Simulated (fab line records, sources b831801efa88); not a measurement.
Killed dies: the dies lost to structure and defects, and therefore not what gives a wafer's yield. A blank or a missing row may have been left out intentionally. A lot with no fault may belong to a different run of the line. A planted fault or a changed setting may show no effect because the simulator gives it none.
Which tool did it? / flow sky130 / 72 wafers from 24 lots sampled at 6 of the route's 708 steps

WHAT THE GAUGES SHOWED, per wafer
The record holds no reading of a measuring or inspecting step that can be judged against a usual standard deviation.

WHAT TOOL EACH LOT RAN ON (gives the tool, then ch and the chambers of the sampled wafers, and finally the start)
lot=L074; SKY_METAL4_SPUTTER_01=pvd_sputter-02, day 39 12:28; SKY_CAP2M_CVD_00=pecvd-01 ch 1,2, day 39 12:35; SKY_METAL4_ETCH_16=rie_metal-04 ch 0,1, day 41 13:26; SKY_METAL4_STRIP_19=plasma_asher-01 ch 0,1, day 41 13:43; SKY_VIA4_SPUTTER_17=pvd_sputter-04, day 42 15:11; SKY_METAL5_SPUTTER_01=pvd_sputter-02, day 42 15:55
lot=L075; SKY_METAL4_SPUTTER_01=pvd_sputter-01, day 39 22:01; SKY_CAP2M_CVD_00=pecvd-02 ch 0,2, day 39 22:09; SKY_METAL4_ETCH_16=rie_metal-03 ch 0,1, day 41 23:13; SKY_METAL4_STRIP_19=plasma_asher-01 ch 0,1, day 41 23:31; SKY_VIA4_SPUTTER_17=pvd_sputter-02, day 43 00:26; SKY_METAL5_SPUTTER_01=pvd_sputter-02, day 43 01:09
lot=L076; SKY_METAL4_SPUTTER_01=pvd_sputter-03, day 40 03:29; SKY_CAP2M_CVD_00=pecvd-04 ch 1,2, day 40 03:37; SKY_METAL4_ETCH_16=rie_metal-03 ch 0,1, day 42 04:17; SKY_METAL4_STRIP_19=plasma_asher-02 ch 0,1, day 42 04:35; SKY_VIA4_SPUTTER_17=pvd_sputter-02, day 43 04:54; SKY_METAL5_SPUTTER_01=pvd_sputter-01, day 43 05:37
lot=L078; SKY_METAL4_SPUTTER_01=pvd_sputter-03, day 40 11:49; SKY_CAP2M_CVD_00=pecvd-04 ch 0,1, day 40 11:57; SKY_METAL4_ETCH_16=rie_metal-04 ch 0,1, day 42 12:09; SKY_METAL4_STRIP_19=plasma_asher-01 ch 0,1, day 42 12:27; SKY_VIA4_SPUTTER_17=pvd_sputter-04, day 43 13:35; SKY_METAL5_SPUTTER_01=pvd_sputter-01, day 43 14:18
lot=L077; SKY_METAL4_SPUTTER_01=pvd_sputter-02, day 40 14:14; SKY_CAP2M_CVD_00=pecvd-04 ch 1,2, day 40 14:22; SKY_METAL4_ETCH_16=rie_metal-04 ch 0,1, day 42 15:36; SKY_METAL4_STRIP_19=plasma_asher-01 ch 0,1, day 42 15:54; SKY_VIA4_SPUTTER_17=pvd_sputter-02, day 43 16:50; SKY_METAL5_SPUTTER_01=pvd_sputter-01, day 43 17:33
lot=L079; SKY_METAL4_SPUTTER_01=pvd_sputter-03, day 41 00:47; SKY_CAP2M_CVD_00=pecvd-01 ch 1,2, day 41 00:55; SKY_METAL4_ETCH_16=rie_metal-01 ch 0,1, day 43 01:50; SKY_METAL4_STRIP_19=plasma_asher-01 ch 0,1, day 43 02:08; SKY_VIA4_SPUTTER_17=pvd_sputter-03, day 44 02:22; SKY_METAL5_SPUTTER_01=pvd_sputter-04, day 44 03:05
lot=L080; SKY_METAL4_SPUTTER_01=pvd_sputter-02, day 41 12:48; SKY_CAP2M_CVD_00=pecvd-04 ch 1,2, day 41 12:56; SKY_METAL4_ETCH_16=rie_metal-04 ch 0,1, day 43 13:17; SKY_METAL4_STRIP_19=plasma_asher-03 ch 0,1, day 43 13:34; SKY_VIA4_SPUTTER_17=pvd_sputter-03, day 44 13:26; SKY_METAL5_SPUTTER_01=pvd_sputter-01, day 44 14:10
lot=L081; SKY_METAL4_SPUTTER_01=pvd_sputter-02, day 41 18:32; SKY_CAP2M_CVD_00=pecvd-02 ch 0,1,2, day 41 18:41; SKY_METAL4_ETCH_16=rie_metal-01 ch 1, day 43 18:08; SKY_METAL4_STRIP_19=plasma_asher-01 ch 0,1, day 43 18:28; SKY_VIA4_SPUTTER_17=pvd_sputter-03, day 44 18:34; SKY_METAL5_SPUTTER_01=pvd_sputter-02, day 44 19:15
lot=L083; SKY_METAL4_SPUTTER_01=pvd_sputter-03, day 42 06:24; SKY_CAP2M_CVD_00=pecvd-01 ch 1,2, day 42 06:32; SKY_METAL4_ETCH_16=rie_metal-03 ch 0,1, day 44 04:41; SKY_METAL4_STRIP_19=plasma_asher-03 ch 0,1, day 44 05:09; SKY_VIA4_SPUTTER_17=pvd_sputter-02, day 45 04:12; SKY_METAL5_SPUTTER_01=pvd_sputter-01, day 45 04:55
lot=L082; SKY_METAL4_SPUTTER_01=pvd_sputter-02, day 42 07:00; SKY_CAP2M_CVD_00=pecvd-02 ch 0,1,2, day 42 07:08; SKY_METAL4_ETCH_16=rie_metal-04 ch 0,1, day 44 05:47; SKY_METAL4_STRIP_19=plasma_asher-02 ch 0,1, day 44 06:05; SKY_VIA4_SPUTTER_17=pvd_sputter-03, day 45 04:56; SKY_METAL5_SPUTTER_01=pvd_sputter-01, day 45 05:40
lot=L085; SKY_METAL4_SPUTTER_01=pvd_sputter-02, day 42 17:59; SKY_CAP2M_CVD_00=pecvd-01 ch 1,2, day 42 18:07; SKY_METAL4_ETCH_16=rie_metal-01 ch 1, day 44 16:59; SKY_METAL4_STRIP_19=plasma_asher-01 ch 0,1, day 44 17:21; SKY_VIA4_SPUTTER_17=pvd_sputter-02, day 45 17:16; SKY_METAL5_SPUTTER_01=pvd_sputter-02, day 45 18:05
lot=L084; SKY_METAL4_SPUTTER_01=pvd_sputter-03, day 42 21:00; SKY_CAP2M_CVD_00=pecvd-02 ch 0,2, day 42 21:08; SKY_METAL4_ETCH_16=rie_metal-01 ch 1, day 44 19:50; SKY_METAL4_STRIP_19=plasma_asher-01 ch 0, day 44 20:12; SKY_VIA4_SPUTTER_17=pvd_sputter-02, day 45 19:17; SKY_METAL5_SPUTTER_01=pvd_sputter-04, day 45 20:00
lot=L086; SKY_METAL4_SPUTTER_01=pvd_sputter-03, day 42 22:54; SKY_CAP2M_CVD_00=pecvd-01 ch 1,2, day 42 23:02; SKY_METAL4_ETCH_16=rie_metal-01 ch 1, day 44 20:46; SKY_METAL4_STRIP_19=plasma_asher-02 ch 0,1, day 44 21:07; SKY_VIA4_SPUTTER_17=pvd_sputter-03, day 45 20:12; SKY_METAL5_SPUTTER_01=pvd_sputter-04, day 45 20:55
lot=L087; SKY_METAL4_SPUTTER_01=pvd_sputter-02, day 43 09:55; SKY_CAP2M_CVD_00=pecvd-04 ch 0,2, day 43 10:03; SKY_METAL4_ETCH_16=rie_metal-04 ch 0,1, day 45 06:59; SKY_METAL4_STRIP_19=plasma_asher-03 ch 0,1, day 45 07:16; SKY_VIA4_SPUTTER_17=pvd_sputter-02, day 46 05:14; SKY_METAL5_SPUTTER_01=pvd_sputter-02, day 46 05:58
lot=L088; SKY_METAL4_SPUTTER_01=pvd_sputter-02, day 43 19:13; SKY_CAP2M_CVD_00=pecvd-01 ch 1, day 43 19:21; SKY_METAL4_ETCH_16=rie_metal-01 ch 0,1, day 45 16:00; SKY_METAL4_STRIP_19=plasma_asher-02 ch 0,1, day 45 16:18; SKY_VIA4_SPUTTER_17=pvd_sputter-02, day 46 14:15; SKY_METAL5_SPUTTER_01=pvd_sputter-04, day 46 15:09
lot=L089; SKY_METAL4_SPUTTER_01=pvd_sputter-03, day 44 04:03; SKY_CAP2M_CVD_00=pecvd-04 ch 0,2, day 44 04:11; SKY_METAL4_ETCH_16=rie_metal-01 ch 0,1, day 46 00:23; SKY_METAL4_STRIP_19=plasma_asher-01 ch 0,1, day 46 00:42; SKY_VIA4_SPUTTER_17=pvd_sputter-02, day 46 22:33; SKY_METAL5_SPUTTER_01=pvd_sputter-01, day 46 23:27
lot=L090; SKY_METAL4_SPUTTER_01=pvd_sputter-01, day 44 05:07; SKY_CAP2M_CVD_00=pecvd-02 ch 0,2, day 44 05:15; SKY_METAL4_ETCH_16=rie_metal-01 ch 0,1, day 46 01:31; SKY_METAL4_STRIP_19=plasma_asher-02 ch 0,1, day 46 01:49; SKY_VIA4_SPUTTER_17=pvd_sputter-04, day 46 23:45; SKY_METAL5_SPUTTER_01=pvd_sputter-02, day 47 01:01
lot=L091; SKY_METAL4_SPUTTER_01=pvd_sputter-01, day 44 09:57; SKY_CAP2M_CVD_00=pecvd-01 ch 0,1, day 44 10:05; SKY_METAL4_ETCH_16=rie_metal-01 ch 0,1, day 46 05:20; SKY_METAL4_STRIP_19=plasma_asher-01 ch 1, day 46 05:38; SKY_VIA4_SPUTTER_17=pvd_sputter-03, day 47 03:52; SKY_METAL5_SPUTTER_01=pvd_sputter-01, day 47 04:35
lot=L092; SKY_METAL4_SPUTTER_01=pvd_sputter-01, day 44 18:39; SKY_CAP2M_CVD_00=pecvd-04 ch 0,2, day 44 18:47; SKY_METAL4_ETCH_16=rie_metal-03 ch 0,1, day 46 13:39; SKY_METAL4_STRIP_19=plasma_asher-01 ch 0,1, day 46 13:57; SKY_VIA4_SPUTTER_17=pvd_sputter-03, day 47 11:28; SKY_METAL5_SPUTTER_01=pvd_sputter-01, day 47 12:20
lot=L093; SKY_METAL4_SPUTTER_01=pvd_sputter-02, day 45 05:12; SKY_CAP2M_CVD_00=pecvd-04 ch 0,1,2, day 45 05:20; SKY_METAL4_ETCH_16=rie_metal-03 ch 0,1, day 46 22:44; SKY_METAL4_STRIP_19=plasma_asher-01 ch 1, day 46 23:02; SKY_VIA4_SPUTTER_17=pvd_sputter-04, day 47 20:31; SKY_METAL5_SPUTTER_01=pvd_sputter-04, day 47 21:14
lot=L094; SKY_METAL4_SPUTTER_01=pvd_sputter-02, day 45 10:42; SKY_CAP2M_CVD_00=pecvd-04 ch 0,2, day 45 10:50; SKY_METAL4_ETCH_16=rie_metal-04 ch 0, day 47 03:55; SKY_METAL4_STRIP_19=plasma_asher-01 ch 0,1, day 47 04:15; SKY_VIA4_SPUTTER_17=pvd_sputter-04, day 48 01:07; SKY_METAL5_SPUTTER_01=pvd_sputter-02, day 48 01:53
lot=L095; SKY_METAL4_SPUTTER_01=pvd_sputter-03, day 45 12:15; SKY_CAP2M_CVD_00=pecvd-02 ch 0,2, day 45 12:23; SKY_METAL4_ETCH_16=rie_metal-03 ch 0,1, day 47 06:56; SKY_METAL4_STRIP_19=plasma_asher-03 ch 0,1, day 47 07:13; SKY_VIA4_SPUTTER_17=pvd_sputter-04, day 48 04:08; SKY_METAL5_SPUTTER_01=pvd_sputter-02, day 48 04:51
lot=L096; SKY_METAL4_SPUTTER_01=pvd_sputter-01, day 45 17:22; SKY_CAP2M_CVD_00=pecvd-01 ch 0,1,2, day 45 17:30; SKY_METAL4_ETCH_16=rie_metal-01 ch 0,1, day 47 10:20; SKY_METAL4_STRIP_19=plasma_asher-02 ch 0,1, day 47 10:38; SKY_VIA4_SPUTTER_17=pvd_sputter-03, day 48 07:15; SKY_METAL5_SPUTTER_01=pvd_sputter-04, day 48 07:58
lot=L097; SKY_METAL4_SPUTTER_01=pvd_sputter-03, day 45 18:54; SKY_CAP2M_CVD_00=pecvd-04 ch 0,2, day 45 19:02; SKY_METAL4_ETCH_16=rie_metal-04 ch 0,1, day 47 11:56; SKY_METAL4_STRIP_19=plasma_asher-03 ch 0,1, day 47 12:14; SKY_VIA4_SPUTTER_17=pvd_sputter-03, day 48 09:03; SKY_METAL5_SPUTTER_01=pvd_sputter-04, day 48 09:46
- SKY_METAL4_SPUTTER_01: material TiN, target thk 20 nm, time 16.7 s.
- SKY_CAP2M_CVD_00: deposits SiO2, target thk 15.5 nm.
- SKY_METAL4_ETCH_16: etches BARC in N2/H2, stops on SiO2, time 88.2 s, target depth 60 nm.
- SKY_METAL4_STRIP_19: strips in O2/N2.
- SKY_VIA4_SPUTTER_17: material TiN, target thk 20 nm, time 80 s.
- SKY_METAL5_SPUTTER_01: material TiN, target thk 20 nm, time 16.7 s.

AS READ BY THE TOOLS THEMSELVES (means over the sampled wafers that have a number; for cases with no such wafer, the mark the record gives instead)
SKY_METAL4_SPUTTER_01. Usual: throttle_valve_pct 30.0 %, standard deviation 0.82.
lot=L074; tool=pvd_sputter-02; throttle_valve_pct (%)=29.7; flag=
lot=L075; tool=pvd_sputter-01; throttle_valve_pct (%)=30.5; flag=
lot=L076; tool=pvd_sputter-03; throttle_valve_pct (%)=29.7; flag=
lot=L078; tool=pvd_sputter-03; throttle_valve_pct (%)=29.6; flag=
lot=L077; tool=pvd_sputter-02; throttle_valve_pct (%)=30.7; flag=
lot=L079; tool=pvd_sputter-03; throttle_valve_pct (%)=29.4; flag=
lot=L080; tool=pvd_sputter-02; throttle_valve_pct (%)=29.6; flag=
lot=L081; tool=pvd_sputter-02; throttle_valve_pct (%)=30.4; flag=
lot=L083; tool=pvd_sputter-03; throttle_valve_pct (%)=29.7; flag=
lot=L082; tool=pvd_sputter-02; throttle_valve_pct (%)=30.1; flag=
lot=L085; tool=pvd_sputter-02; throttle_valve_pct (%)=29.6; flag=
lot=L084; tool=pvd_sputter-03; throttle_valve_pct (%)=29.6; flag=
lot=L086; tool=pvd_sputter-03; throttle_valve_pct (%)=30.0; flag=
lot=L087; tool=pvd_sputter-02; throttle_valve_pct (%)=29.8; flag=
lot=L088; tool=pvd_sputter-02; throttle_valve_pct (%)=30.1; flag=
lot=L089; tool=pvd_sputter-03; throttle_valve_pct (%)=28.9; flag=
lot=L090; tool=pvd_sputter-01; throttle_valve_pct (%)=31.2; flag=
lot=L091; tool=pvd_sputter-01; throttle_valve_pct (%)=29.8; flag=
lot=L092; tool=pvd_sputter-01; throttle_valve_pct (%)=30.6; flag=
lot=L093; tool=pvd_sputter-02; throttle_valve_pct (%)=30.0; flag=
lot=L094; tool=pvd_sputter-02; throttle_valve_pct (%)=30.2; flag=
lot=L095; tool=pvd_sputter-03; throttle_valve_pct (%)=29.0; flag=
lot=L096; tool=pvd_sputter-01; throttle_valve_pct (%)=31.4; flag=
lot=L097; tool=pvd_sputter-03; throttle_valve_pct (%)=29.4; flag=

SKY_CAP2M_CVD_00. Usual: heater_power_w 669 W, standard deviation 84.
lot=L074; tool=pecvd-01; heater_power_w (W)=779; flag=
lot=L075; tool=pecvd-02; heater_power_w (W)=648; flag=
lot=L076; tool=pecvd-04; heater_power_w (W)=569; flag=
lot=L078; tool=pecvd-04; heater_power_w (W)=567; flag=
lot=L077; tool=pecvd-04; heater_power_w (W)=655; flag=
lot=L079; tool=pecvd-01; heater_power_w (W)=769; flag=
lot=L080; tool=pecvd-04; heater_power_w (W)=657; flag=
lot=L081; tool=pecvd-02; heater_power_w (W)=684; flag=
lot=L083; tool=pecvd-01; heater_power_w (W)=644; flag=
lot=L082; tool=pecvd-02; heater_power_w (W)=710; flag=
lot=L085; tool=pecvd-01; heater_power_w (W)=718; flag=
lot=L084; tool=pecvd-02; heater_power_w (W)=628; flag=
lot=L086; tool=pecvd-01; heater_power_w (W)=665; flag=
lot=L087; tool=pecvd-04; heater_power_w (W)=678; flag=
lot=L088; tool=pecvd-01; heater_power_w (W)=600; flag=
lot=L089; tool=pecvd-04; heater_power_w (W)=645; flag=
lot=L090; tool=pecvd-02; heater_power_w (W)=648; flag=
lot=L091; tool=pecvd-01; heater_power_w (W)=731; flag=
lot=L092; tool=pecvd-04; heater_power_w (W)=612; flag=
lot=L093; tool=pecvd-04; heater_power_w (W)=639; flag=
lot=L094; tool=pecvd-04; heater_power_w (W)=687; flag=
lot=L095; tool=pecvd-02; heater_power_w (W)=656; flag=
lot=L096; tool=pecvd-01; heater_power_w (W)=742; flag=
lot=L097; tool=pecvd-04; heater_power_w (W)=630; flag=

SKY_METAL4_ETCH_16. Usual: drypump_motor_current_A 5.5 A, standard deviation 0.43; he_backside_leak_sccm 3.5 sccm, standard deviation 0.36; oes_product_au 0.626 a.u., standard deviation 0.0045; throttle_valve_pct 13.204 %, standard deviation 0.0092.
lot=L074; tool=rie_metal-04; drypump_motor_current_A (A)=5.9; he_backside_leak_sccm (sccm)=3.2; oes_product_au (a.u.)=0.622; throttle_valve_pct (%)=13.208; flag=
lot=L075; tool=rie_metal-03; drypump_motor_current_A (A)=5.3; he_backside_leak_sccm (sccm)=3.5; oes_product_au (a.u.)=0.625; throttle_valve_pct (%)=13.203; flag=
lot=L076; tool=rie_metal-03; drypump_motor_current_A (A)=5.4; he_backside_leak_sccm (sccm)=3.6; oes_product_au (a.u.)=0.626; throttle_valve_pct (%)=13.205; flag=
lot=L078; tool=rie_metal-04; drypump_motor_current_A (A)=5.9; he_backside_leak_sccm (sccm)=3.1; oes_product_au (a.u.)=0.631; throttle_valve_pct (%)=13.197; flag=
lot=L077; tool=rie_metal-04; drypump_motor_current_A (A)=6.1; he_backside_leak_sccm (sccm)=3.2; oes_product_au (a.u.)=0.619; throttle_valve_pct (%)=13.216; flag=
lot=L079; tool=rie_metal-01; drypump_motor_current_A (A)=5.4; he_backside_leak_sccm (sccm)=3.5; oes_product_au (a.u.)=0.627; throttle_valve_pct (%)=13.200; flag=
lot=L080; tool=rie_metal-04; drypump_motor_current_A (A)=6.1; he_backside_leak_sccm (sccm)=4.2; oes_product_au (a.u.)=0.623; throttle_valve_pct (%)=13.212; flag=
lot=L081; tool=rie_metal-01; drypump_motor_current_A (A)=5.0; he_backside_leak_sccm (sccm)=3.6; oes_product_au (a.u.)=0.624; throttle_valve_pct (%)=13.204; flag=
lot=L083; tool=rie_metal-03; drypump_motor_current_A (A)=5.3; he_backside_leak_sccm (sccm)=3.5; oes_product_au (a.u.)=0.622; throttle_valve_pct (%)=13.211; flag=
lot=L082; tool=rie_metal-04; drypump_motor_current_A (A)=5.9; he_backside_leak_sccm (sccm)=3.2; oes_product_au (a.u.)=0.626; throttle_valve_pct (%)=13.203; flag=
lot=L085; tool=rie_metal-01; drypump_motor_current_A (A)=5.0; he_backside_leak_sccm (sccm)=3.6; oes_product_au (a.u.)=0.624; throttle_valve_pct (%)=13.196; flag=
lot=L084; tool=rie_metal-01; drypump_motor_current_A (A)=5.0; he_backside_leak_sccm (sccm)=3.6; oes_product_au (a.u.)=0.628; throttle_valve_pct (%)=13.200; flag=
lot=L086; tool=rie_metal-01; drypump_motor_current_A (A)=5.1; he_backside_leak_sccm (sccm)=3.6; oes_product_au (a.u.)=0.623; throttle_valve_pct (%)=13.207; flag=
lot=L087; tool=rie_metal-04; drypump_motor_current_A (A)=5.9; he_backside_leak_sccm (sccm)=3.4; oes_product_au (a.u.)=0.621; throttle_valve_pct (%)=13.199; flag=
lot=L088; tool=rie_metal-01; drypump_motor_current_A (A)=5.3; he_backside_leak_sccm (sccm)=3.6; oes_product_au (a.u.)=0.624; throttle_valve_pct (%)=13.208; flag=
lot=L089; tool=rie_metal-01; drypump_motor_current_A (A)=5.2; he_backside_leak_sccm (sccm)=3.6; oes_product_au (a.u.)=0.631; throttle_valve_pct (%)=13.203; flag=
lot=L090; tool=rie_metal-01; drypump_motor_current_A (A)=5.3; he_backside_leak_sccm (sccm)=3.6; oes_product_au (a.u.)=0.632; throttle_valve_pct (%)=13.191; flag=
lot=L091; tool=rie_metal-01; drypump_motor_current_A (A)=5.3; he_backside_leak_sccm (sccm)=3.6; oes_product_au (a.u.)=0.625; throttle_valve_pct (%)=13.195; flag=
lot=L092; tool=rie_metal-03; drypump_motor_current_A (A)=5.5; he_backside_leak_sccm (sccm)=3.3; oes_product_au (a.u.)=0.627; throttle_valve_pct (%)=13.196; flag=
lot=L093; tool=rie_metal-03; drypump_motor_current_A (A)=5.3; he_backside_leak_sccm (sccm)=3.5; oes_product_au (a.u.)=0.625; throttle_valve_pct (%)=13.211; flag=
lot=L094; tool=rie_metal-04; drypump_motor_current_A (A)=5.7; he_backside_leak_sccm (sccm)=3.2; oes_product_au (a.u.)=0.623; throttle_valve_pct (%)=13.197; flag=
lot=L095; tool=rie_metal-03; drypump_motor_current_A (A)=5.5; he_backside_leak_sccm (sccm)=3.4; oes_product_au (a.u.)=0.626; throttle_valve_pct (%)=13.205; flag=
lot=L096; tool=rie_metal-01; drypump_motor_current_A (A)=5.4; he_backside_leak_sccm (sccm)=3.6; oes_product_au (a.u.)=0.630; throttle_valve_pct (%)=13.195; flag=
lot=L097; tool=rie_metal-04; drypump_motor_current_A (A)=6.1; he_backside_leak_sccm (sccm)=3.0; oes_product_au (a.u.)=0.627; throttle_valve_pct (%)=13.200; flag=

SKY_METAL4_STRIP_19. Usual: drypump_motor_current_A 5.6 A, standard deviation 0.55; oes_product_au 0.500 a.u., standard deviation 0.0057; strip_time_to_endpoint_s 6.47 s, standard deviation 0.066.
lot=L074; tool=plasma_asher-01; drypump_motor_current_A (A)=5.6; oes_product_au (a.u.)=0.498; strip_time_to_endpoint_s (s)=6.45; flag=
lot=L075; tool=plasma_asher-01; drypump_motor_current_A (A)=5.4; oes_product_au (a.u.)=0.497; strip_time_to_endpoint_s (s)=6.36; flag=
lot=L076; tool=plasma_asher-02; drypump_motor_current_A (A)=5.4; oes_product_au (a.u.)=0.495; strip_time_to_endpoint_s (s)=6.43; flag=
lot=L078; tool=plasma_asher-01; drypump_motor_current_A (A)=5.6; oes_product_au (a.u.)=0.495; strip_time_to_endpoint_s (s)=6.44; flag=
lot=L077; tool=plasma_asher-01; drypump_motor_current_A (A)=5.6; oes_product_au (a.u.)=0.496; strip_time_to_endpoint_s (s)=6.43; flag=
lot=L079; tool=plasma_asher-01; drypump_motor_current_A (A)=5.6; oes_product_au (a.u.)=0.501; strip_time_to_endpoint_s (s)=6.51; flag=
lot=L080; tool=plasma_asher-03; drypump_motor_current_A (A)=5.4; oes_product_au (a.u.)=0.496; strip_time_to_endpoint_s (s)=6.47; flag=
lot=L081; tool=plasma_asher-01; drypump_motor_current_A (A)=5.6; oes_product_au (a.u.)=0.509; strip_time_to_endpoint_s (s)=6.50; flag=
lot=L083; tool=plasma_asher-03; drypump_motor_current_A (A)=5.3; oes_product_au (a.u.)=0.505; strip_time_to_endpoint_s (s)=6.58; flag=
lot=L082; tool=plasma_asher-02; drypump_motor_current_A (A)=5.4; oes_product_au (a.u.)=0.506; strip_time_to_endpoint_s (s)=6.51; flag=
lot=L085; tool=plasma_asher-01; drypump_motor_current_A (A)=5.6; oes_product_au (a.u.)=0.498; strip_time_to_endpoint_s (s)=6.44; flag=
lot=L084; tool=plasma_asher-01; drypump_motor_current_A (A)=5.2; oes_product_au (a.u.)=0.496; strip_time_to_endpoint_s (s)=6.40; flag=
lot=L086; tool=plasma_asher-02; drypump_motor_current_A (A)=5.4; oes_product_au (a.u.)=0.500; strip_time_to_endpoint_s (s)=6.47; flag=
lot=L087; tool=plasma_asher-03; drypump_motor_current_A (A)=5.4; oes_product_au (a.u.)=0.501; strip_time_to_endpoint_s (s)=6.55; flag=
lot=L088; tool=plasma_asher-02; drypump_motor_current_A (A)=5.4; oes_product_au (a.u.)=0.499; strip_time_to_endpoint_s (s)=6.41; flag=
lot=L089; tool=plasma_asher-01; drypump_motor_current_A (A)=5.6; oes_product_au (a.u.)=0.498; strip_time_to_endpoint_s (s)=6.45; flag=
lot=L090; tool=plasma_asher-02; drypump_motor_current_A (A)=5.4; oes_product_au (a.u.)=0.502; strip_time_to_endpoint_s (s)=6.46; flag=
lot=L091; tool=plasma_asher-01; drypump_motor_current_A (A)=5.8; oes_product_au (a.u.)=0.496; strip_time_to_endpoint_s (s)=6.43; flag=
lot=L092; tool=plasma_asher-01; drypump_motor_current_A (A)=5.4; oes_product_au (a.u.)=0.494; strip_time_to_endpoint_s (s)=6.50; flag=
lot=L093; tool=plasma_asher-01; drypump_motor_current_A (A)=5.8; oes_product_au (a.u.)=0.497; strip_time_to_endpoint_s (s)=6.54; flag=
lot=L094; tool=plasma_asher-01; drypump_motor_current_A (A)=5.4; oes_product_au (a.u.)=0.505; strip_time_to_endpoint_s (s)=6.49; flag=
lot=L095; tool=plasma_asher-03; drypump_motor_current_A (A)=5.4; oes_product_au (a.u.)=0.499; strip_time_to_endpoint_s (s)=6.55; flag=
lot=L096; tool=plasma_asher-02; drypump_motor_current_A (A)=5.9; oes_product_au (a.u.)=0.504; strip_time_to_endpoint_s (s)=6.43; flag=
lot=L097; tool=plasma_asher-03; drypump_motor_current_A (A)=5.8; oes_product_au (a.u.)=0.509; strip_time_to_endpoint_s (s)=6.59; flag=

SKY_VIA4_SPUTTER_17. Usual: throttle_valve_pct 29.9 %, standard deviation 0.93.
lot=L074; tool=pvd_sputter-04; throttle_valve_pct (%)=30.8; flag=
lot=L075; tool=pvd_sputter-02; throttle_valve_pct (%)=30.1; flag=
lot=L076; tool=pvd_sputter-02; throttle_valve_pct (%)=30.3; flag=
lot=L078; tool=pvd_sputter-04; throttle_valve_pct (%)=29.3; flag=
lot=L077; tool=pvd_sputter-02; throttle_valve_pct (%)=30.3; flag=
lot=L079; tool=pvd_sputter-03; throttle_valve_pct (%)=29.9; flag=
lot=L080; tool=pvd_sputter-03; throttle_valve_pct (%)=29.9; flag=
lot=L081; tool=pvd_sputter-03; throttle_valve_pct (%)=30.0; flag=
lot=L083; tool=pvd_sputter-02; throttle_valve_pct (%)=29.8; flag=
lot=L082; tool=pvd_sputter-03; throttle_valve_pct (%)=29.5; flag=
lot=L085; tool=pvd_sputter-02; throttle_valve_pct (%)=30.7; flag=
lot=L084; tool=pvd_sputter-02; throttle_valve_pct (%)=29.9; flag=
lot=L086; tool=pvd_sputter-03; throttle_valve_pct (%)=29.5; flag=
lot=L087; tool=pvd_sputter-02; throttle_valve_pct (%)=29.7; flag=
lot=L088; tool=pvd_sputter-02; throttle_valve_pct (%)=30.3; flag=
lot=L089; tool=pvd_sputter-02; throttle_valve_pct (%)=30.4; flag=
lot=L090; tool=pvd_sputter-04; throttle_valve_pct (%)=29.4; flag=
lot=L091; tool=pvd_sputter-03; throttle_valve_pct (%)=29.5; flag=
lot=L092; tool=pvd_sputter-03; throttle_valve_pct (%)=29.7; flag=
lot=L093; tool=pvd_sputter-04; throttle_valve_pct (%)=28.7; flag=
lot=L094; tool=pvd_sputter-04; throttle_valve_pct (%)=31.0; flag=
lot=L095; tool=pvd_sputter-04; throttle_valve_pct (%)=29.7; flag=
lot=L096; tool=pvd_sputter-03; throttle_valve_pct (%)=29.0; flag=
lot=L097; tool=pvd_sputter-03; throttle_valve_pct (%)=30.1; flag=

SKY_METAL5_SPUTTER_01. Usual: throttle_valve_pct 30.2 %, standard deviation 1.1.
lot=L074; tool=pvd_sputter-02; throttle_valve_pct (%)=30.4; flag=
lot=L075; tool=pvd_sputter-02; throttle_valve_pct (%)=29.8; flag=
lot=L076; tool=pvd_sputter-01; throttle_valve_pct (%)=30.7; flag=
lot=L078; tool=pvd_sputter-01; throttle_valve_pct (%)=30.1; flag=
lot=L077; tool=pvd_sputter-01; throttle_valve_pct (%)=30.8; flag=
lot=L079; tool=pvd_sputter-04; throttle_valve_pct (%)=31.5; flag=
lot=L080; tool=pvd_sputter-01; throttle_valve_pct (%)=30.6; flag=
lot=L081; tool=pvd_sputter-02; throttle_valve_pct (%)=30.3; flag=
lot=L083; tool=pvd_sputter-01; throttle_valve_pct (%)=30.4; flag=
lot=L082; tool=pvd_sputter-01; throttle_valve_pct (%)=29.7; flag=
lot=L085; tool=pvd_sputter-02; throttle_valve_pct (%)=30.2; flag=
lot=L084; tool=pvd_sputter-04; throttle_valve_pct (%)=28.5; flag=
lot=L086; tool=pvd_sputter-04; throttle_valve_pct (%)=29.6; flag=
lot=L087; tool=pvd_sputter-02; throttle_valve_pct (%)=29.9; flag=
lot=L088; tool=pvd_sputter-04; throttle_valve_pct (%)=30.0; flag=
lot=L089; tool=pvd_sputter-01; throttle_valve_pct (%)=31.1; flag=
lot=L090; tool=pvd_sputter-02; throttle_valve_pct (%)=30.2; flag=
lot=L091; tool=pvd_sputter-01; throttle_valve_pct (%)=29.5; flag=
lot=L092; tool=pvd_sputter-01; throttle_valve_pct (%)=30.4; flag=
lot=L093; tool=pvd_sputter-04; throttle_valve_pct (%)=31.1; flag=
lot=L094; tool=pvd_sputter-02; throttle_valve_pct (%)=29.8; flag=
lot=L095; tool=pvd_sputter-02; throttle_valve_pct (%)=29.9; flag=
lot=L096; tool=pvd_sputter-04; throttle_valve_pct (%)=30.2; flag=
lot=L097; tool=pvd_sputter-04; throttle_valve_pct (%)=29.4; flag=

THE ANSWER, worked out from the rows above alone
Rule: a lot is off if the mean of its wafers that have a number lies more than 3 standard deviations from the usual mean. A lot without any number at a reading at which 4 lots or more have one is off too. Any other lot the step has rows for is counted as sound. After the gauges, taken in route order, come the tools' own readings; for these a lot's mean is taken, as printed above. At the first step where some lot is off, the reading lying furthest off is the one used; lots without a number count as furthest.
No lot is off on any of the readings shown, so nothing can be concluded from this.

WHAT WAS PUT IN BY THE SIMULATOR
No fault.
